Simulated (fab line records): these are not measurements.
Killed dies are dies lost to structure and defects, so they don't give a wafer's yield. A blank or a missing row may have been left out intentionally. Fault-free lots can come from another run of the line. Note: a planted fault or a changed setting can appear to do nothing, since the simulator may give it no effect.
Which tool did it?	flow sky130	Sampling: 6 lots, 18 wafers, 3 of 708 route steps

WHAT THE GAUGES SHOWED, per wafer
SKY_METAL1_THK_MEAS_06: measures by xrf.
lot	measured	on	METAL1_ALCU_THK (nm)
L538	day 32 23:22	film-metro-04	250.6 252.3 249.3
L541	day 33 12:44	film-metro-02	253.1 254.4 252.2
L543	day 34 12:28	film-metro-04	252.1 253.4 252.2
L552	day 37 15:54	film-metro-04	287.2 284.1 286.4
L556	day 38 06:22	film-metro-04	251.8 249.2 252.3
L558	day 38 17:37	film-metro-02	248.3 251.4 252.8

EACH LOT AND THE TOOL THAT RAN IT (in order: tool; ch and the chambers of the sampled wafers; start)
lot	SKY_CONTACT_CMP_04	SKY_METAL1_SPUTTER_04
L538	cmp-02 ch 0,2,3, day 31 17:49	pvd-sputter-03, day 32 23:07
L541	cmp-01 ch 1,3, day 32 07:29	pvd-sputter-03, day 33 12:33
L543	cmp-02 ch 0,2,3, day 33 07:41	pvd-sputter-03, day 34 12:17
L552	cmp-01 ch 1,2,3, day 36 11:51	pvd-sputter-04, day 37 15:43
L556	cmp-01 ch 0,3, day 37 02:20	pvd-sputter-02, day 38 06:11
L558	cmp-01 ch 0,3, day 37 13:56	pvd-sputter-02, day 38 17:27
- SKY_CONTACT_CMP_04: polishes SiO2.
- SKY_METAL1_SPUTTER_04: material TiN, target thk 70 nm, time 58.3 s.

THE ANSWER, worked out from the rows above alone
Rule: the lots themselves supply what counts as usual. Put in order of their means at a reading, lots are off if they are a third of the lots or fewer, leave a main group of 4 or more, and stand apart from it by a gap of 3 or more times the standard deviation of the main group's means; of several such gaps the widest counts. Not used: any main group whose means are identical at the precision the tables above print for the reading. A lot without any number at a reading at which 4 lots or more have one is off too. The other lots that the step has rows for count as sound.
Off: L552, seen at SKY_METAL1_THK_MEAS_06 (METAL1_ALCU_THK). The main group has a mean of 251.7 nm with a standard deviation of 1.
A tool fits if, at a process step before that reading, it ran every lot that is off, and no sound lot after the first of them. Those tools and the gauges at SKY_METAL1_THK_MEAS_06 are tried in the same way. One fits: SKY_METAL1_SPUTTER_04 on pvd-sputter-04. It ran no sound lot before its first lot that is off in this sample, so the start can't be narrowed down.

WHAT WAS PUT IN BY THE SIMULATOR
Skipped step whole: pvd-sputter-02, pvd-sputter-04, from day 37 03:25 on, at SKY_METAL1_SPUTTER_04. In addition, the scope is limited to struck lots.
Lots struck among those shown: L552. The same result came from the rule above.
